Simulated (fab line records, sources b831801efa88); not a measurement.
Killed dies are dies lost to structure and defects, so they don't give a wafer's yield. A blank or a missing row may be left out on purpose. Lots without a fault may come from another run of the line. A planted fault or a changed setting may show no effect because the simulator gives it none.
Tool commonality check | flow sky130 | 13 lots, 39 wafers sampled

WHY IT WAS OPENED
At SKY_CAPM_THK_MEAS_01 the reading CAPM_CVD_00_THK is flagged on 3 of 13 lots. Wafers without a fault read 15.63 nm, standard deviation 0.22.
Rule: a lot is flagged when every wafer of it that has a number lies more than 4 standard deviations from that mean, or none has a number. The other lots count as sound.

lot  | measured     | on            | CAPM_CVD_00_THK (nm), wafer by wafer | flag
L394 | day 36 08:14 | film_metro-04 | 15.39 15.67 15.66                    |
L395 | day 37 01:59 | film_metro-02 | 15.71 15.76 15.78                    |
L396 | day 37 07:10 | film_metro-01 | 15.60 15.66 15.76                    |
L397 | day 37 10:38 | film_metro-02 | 15.59 15.48 15.92                    |
L399 | day 38 03:54 | film_metro-04 | 15.75 15.44 16.15                    |
L400 | day 38 09:32 | film_metro-01 | 15.18 15.59 15.79                    |
L401 | day 38 10:55 | film_metro-04 | 15.31 15.60 15.60                    |
L402 | day 38 16:35 | film_metro-04 | 15.66 15.81 15.62                    |
L403 | day 38 22:56 | film_metro-01 | 15.64 15.69 15.58                    |
L412 | day 41 16:50 | film_metro-02 | 18.42 18.49 18.96                    | FLAGGED
L413 | day 41 20:59 | film_metro-02 | 18.49 18.58 18.54                    | FLAGGED
L414 | day 42 07:44 | film_metro-02 | 18.58 18.62 18.97                    | FLAGGED
L417 | day 43 03:51 | film_metro-01 | 15.80 15.69 15.71                    |
The numbers of the flagged lots are 18.63 nm on average: +3.00 nm against the usual, or +14 standard deviations.

WHICH TOOL RAN EACH LOT
The record holds 2 process steps before the reading, out of a route of 708 steps. In each cell: the tool, then ch and the chambers that the sampled wafers went through, then the start.
lot  | flag    | SKY_VIA2_CVD_21               | SKY_METAL3_SPUTTER_00
L394 |         | cvd_w-02 ch 0,1, day 36 07:28 | pvd_sputter-04, day 36 08:04
L395 |         | cvd_w-02 ch 0,1, day 37 01:11 | pvd_sputter-04, day 37 01:45
L396 |         | cvd_w-01 ch 0,1, day 37 06:23 | pvd_sputter-04, day 37 06:56
L397 |         | cvd_w-01 ch 0,1, day 37 09:53 | pvd_sputter-02, day 37 10:26
L399 |         | cvd_w-01 ch 0, day 38 02:59   | pvd_sputter-02, day 38 03:44
L400 |         | cvd_w-02 ch 0,1, day 38 08:47 | pvd_sputter-02, day 38 09:21
L401 |         | cvd_w-02 ch 0,1, day 38 10:07 | pvd_sputter-02, day 38 10:43
L402 |         | cvd_w-02 ch 1, day 38 15:47   | pvd_sputter-02, day 38 16:24
L403 |         | cvd_w-01 ch 0,1, day 38 22:08 | pvd_sputter-04, day 38 22:45
L412 | FLAGGED | cvd_w-02 ch 0,1, day 41 15:44 | pvd_sputter-04, day 41 16:39
L413 | FLAGGED | cvd_w-02 ch 0,1, day 41 20:12 | pvd_sputter-01, day 41 20:49
L414 | FLAGGED | cvd_w-02 ch 0,1, day 42 06:57 | pvd_sputter-02, day 42 07:34
L417 |         | cvd_w-02 ch 0,1, day 43 03:01 | pvd_sputter-01, day 43 03:38
What these steps do:
- SKY_VIA2_CVD_21: deposits W, target thk 420 nm, time 126.4 s.
- SKY_METAL3_SPUTTER_00: material Ti, target thk 15 nm, time 10 s.
- SKY_CAPM_THK_MEAS_01

FLAGGED OVER TOTAL, TOOL BY TOOL (the gauges that took the reading come last)
step                  | tool           | lots run | flagged | share of the flagged lots | sound lots run after its first flagged lot
SKY_VIA2_CVD_21       | cvd_w-01       | 4        | 0       | none                      | -
SKY_VIA2_CVD_21       | cvd_w-02       | 9        | 3       | all                       | 1 (L417)
SKY_METAL3_SPUTTER_00 | pvd_sputter-01 | 2        | 1       | some                      | 1 (L417)
SKY_METAL3_SPUTTER_00 | pvd_sputter-02 | 6        | 1       | some                      | 0
SKY_METAL3_SPUTTER_00 | pvd_sputter-04 | 5        | 1       | some                      | 0
SKY_CAPM_THK_MEAS_01  | film_metro-01  | 4        | 0       | none                      | -
SKY_CAPM_THK_MEAS_01  | film_metro-02  | 5        | 3       | all                       | 0
SKY_CAPM_THK_MEAS_01  | film_metro-04  | 4        | 0       | none                      | -

WHAT THE TABLE ALLOWS
2 rows of the table ran every flagged lot: cvd_w-02 at SKY_VIA2_CVD_21, film_metro-02 at SKY_CAPM_THK_MEAS_01.
- cvd_w-02 at SKY_VIA2_CVD_21: 3 of its 9 lots flagged. Sound lots ran on it after the first flagged one (L417), which a lasting fault on the whole tool wouldn't allow.
- film_metro-02 at SKY_CAPM_THK_MEAS_01: 3 of its 5 lots flagged. Its last sound lot is L397 (day 37 10:38), its first flagged lot L412 (day 41 16:50): a fault that began between those two fits.
One tool is left: film_metro-02 at SKY_CAPM_THK_MEAS_01.

WHAT THE SIMULATOR HAD PUT IN
Metrology matching offset: film_metro-02, from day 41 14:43 on, at SKY_CAPM_THK_MEAS_01. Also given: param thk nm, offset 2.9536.
Lots struck among those shown: L412, L413, L414. The rule above found the same.
